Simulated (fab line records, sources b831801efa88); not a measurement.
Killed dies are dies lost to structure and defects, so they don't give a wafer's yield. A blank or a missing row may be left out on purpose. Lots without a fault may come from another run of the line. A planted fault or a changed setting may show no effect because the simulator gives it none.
Problem report in the 8D (eight disciplines) form, filled by code | flow gf180mcu | the parts of the form that need people (team, actions taken, sign-off) are left out

1. THE PROBLEM
spike_tc_centre_C at GF_STI_CVD_03 reads a mean of 782.7 C on 3 wafers of 1 lot; wafers without a fault read 771.0 C with a standard deviation of 1.4. That is +8.4 standard deviations from the usual mean.
The step: deposits Si3N4 from DCS/NH3, target thk 207.16 nm, time 3551 s.
First seen on wafer L149.1, day 5 01:00, on lpcvd-01. The record holds 39 wafers of 13 lots with a number at this step. Rule for "out", or "out of limits": more than 4 standard deviations from the usual mean. The other wafers with a number count as sound.

2. WHAT IT IS AND WHAT IT IS NOT
question                    | is                     | is not
which readings at this step | spike_tc_centre_C      | spike_tc_top_C, susceptor_temp_C
which lots                  | L149                   | L132, L135, L136, L137, L138, L139, L140, L143, L146, L153, L154, L155
which wafers of those lots  | all that have a number | -
read on which tools         | lpcvd-01               | lpcvd-02
when                        | from day 5 01:00       | up to then (27 sound wafers); but 9 sound wafers of L153, L154, L155 came after

3. SUSPECTS, AND WHAT RULES EACH OUT
Counting: a tool at a process step up to the reading stays a suspect if it ran every lot that is out and no sound lot after the first of them.
- lpcvd-01 at GF_STI_CVD_03 (deposits Si3N4 from DCS/NH3, target thk 207.16 nm, time 3551 s): kept. It ran the lot that is out, L149 (day 5 01:00), and no sound lot after that; its last sound lot up to then is L146 (day 4 09:34). Its own readings are out on those wafers: spike_tc_centre_C.
Left after counting: lpcvd-01 at GF_STI_CVD_03.

4. THE CAUSE (what the simulator had put in)
Process parameter drift: lpcvd-01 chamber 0, from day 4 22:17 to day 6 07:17, at GF_STI_CVD_03. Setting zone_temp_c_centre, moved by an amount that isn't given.
Counting left only this tool.

5. THE CHAIN OF EFFECTS, in route order
Each row: a reading whose mean over the struck wafers that have a number lies more than 3 standard deviations from the usual. Only readings for which the record gives a usual standard deviation are gone through. hours: the time from each lot's start at the first step in this table that gives one to its start at this step, as a median over the lots. sigmas: the change in usual standard deviations.
hours | step          | reading               | usual   | on struck wafers | change | sigmas
0     | GF_STI_CVD_03 | spike_tc_centre_C     | 771.0 C | 782.7            | +11.7  | +8.4
0     | GF_STI_CVD_03 | zone_power_centre_pct | 13.5 %  | 16.5             | +3.0   | +3.3
The process steps in it:
- GF_STI_CVD_03: deposits Si3N4 from DCS/NH3, target thk 207.16 nm, time 3551 s.
Later measuring or inspecting steps at which every struck wafer that the step has a row for has a number for every such reading, and none has moved that far: GF_VT_IMPLANT_OVL_MEAS_29, GF_VT_IMPLANT_OVL_MEAS_40.

6. WHAT WOULD HAVE CAUGHT IT SOONER
In this record the first reading out of limits was taken at day 5 01:00, 3 hours after the fault began at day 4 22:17.
